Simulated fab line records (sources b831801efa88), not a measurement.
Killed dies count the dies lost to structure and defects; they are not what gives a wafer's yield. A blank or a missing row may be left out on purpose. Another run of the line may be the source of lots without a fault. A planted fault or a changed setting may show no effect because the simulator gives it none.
8D (eight disciplines) problem report, filled in by code || flow gf180mcu || the parts of the form that need people (team, actions taken, sign-off) are left out

== 1. WHAT WENT WRONG ==
oesProductAu at GF_V5_ETCH_17 reads a mean of 0.754 a.u. on 6 wafers of 2 lots; wafers without a fault read 0.860 a.u. with a standard deviation of 0.0038. That puts it -28 standard deviations away from the usual mean.
The step: etches SiO2 in C4F8/O2/Ar, stops on TiN, target depth 855 nm.
The step gives no start for some of these wafers. The record has a number at this step for 36 wafers belonging to 12 lots. The rule behind "out" and "out of limits": a value lying over 4 standard deviations away from the usual mean. All remaining wafers that have a number are taken as sound.

== 2. WHAT IT IS; WHAT IT IS NOT ==
{"question": "which readings at this step", "is": "oesProductAu", "is not": "-"}
{"question": "which lots", "is": "L965, L966", "is not": "L950, L952, L954, L955, L956, L958, L959, L961, L962, L963"}
{"question": "which wafers of those lots", "is": "all that have a number", "is not": "-"}
{"question": "read on which tools", "is": "rieDiel-03", "is not": "rieDiel-01, rieDiel-04"}

== 3. SUSPECTS, AND WHAT RULES EACH OUT ==
Counting: a tool at any process step up to the reading remains a suspect when it ran all the lots that are out and ran no sound lot after the first of those.
- cmp-02 at GF_V5_CMP_04 (polishes SiO2): kept. It ran every lot that is out, first L965 (day 31 04:33), and no sound lot after that; its last sound lot up to then is L962 (day 30 08:38).
- rieDiel-03 at GF_V5_ETCH_17 (etches SiO2 in C4F8/O2/Ar, stops on TiN, target depth 855 nm): kept. It ran every lot that is out, first L965 (day 31 22:43), and no sound lot after that; its last sound lot up to then is L963 (day 31 17:26). On those wafers its own readings are out: oesProductAu. GF_V5_ETCH_17 gives no start for some lots, so the hours and the order of its lots are those of GF_V5_STRIP_18.
The count leaves rieDiel-03 at GF_V5_ETCH_17 and cmp-02 at GF_V5_CMP_04.

== 4. THE CAUSE (what the simulator had put in) ==
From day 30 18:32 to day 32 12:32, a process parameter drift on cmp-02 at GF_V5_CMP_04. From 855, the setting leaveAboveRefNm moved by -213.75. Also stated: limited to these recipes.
This tool is one of the 2 suspects left after counting.

== 5. THE EFFECT CHAIN, in route order ==
Each row: a reading whose mean over the struck wafers that have a number lies more than 3 standard deviations from the usual. Only readings whose record carries a usual standard deviation are examined. hours: median over the lots of the time between each lot's start at the first step of this table that gives one and its start at this step. sigmas: the change, counted in usual standard deviations.
{"hours": "-", "step": "GF_V5_ETCH_17", "reading": "oesProductAu", "usual": "0.860 a.u.", "on struck wafers": 0.754, "change": -0.106, "sigmas": -28}
Process steps it contains:
- GF_V5_ETCH_17: etches SiO2 in C4F8/O2/Ar, stops on TiN, target depth 855 nm.

== 6. WHAT WOULD HAVE CAUGHT IT SOONER ==
No tool reading at GF_V5_CMP_04 that has a usual standard deviation in the record was out on any struck wafer, so an alarm limit of 4 standard deviations on those readings would not have fired.
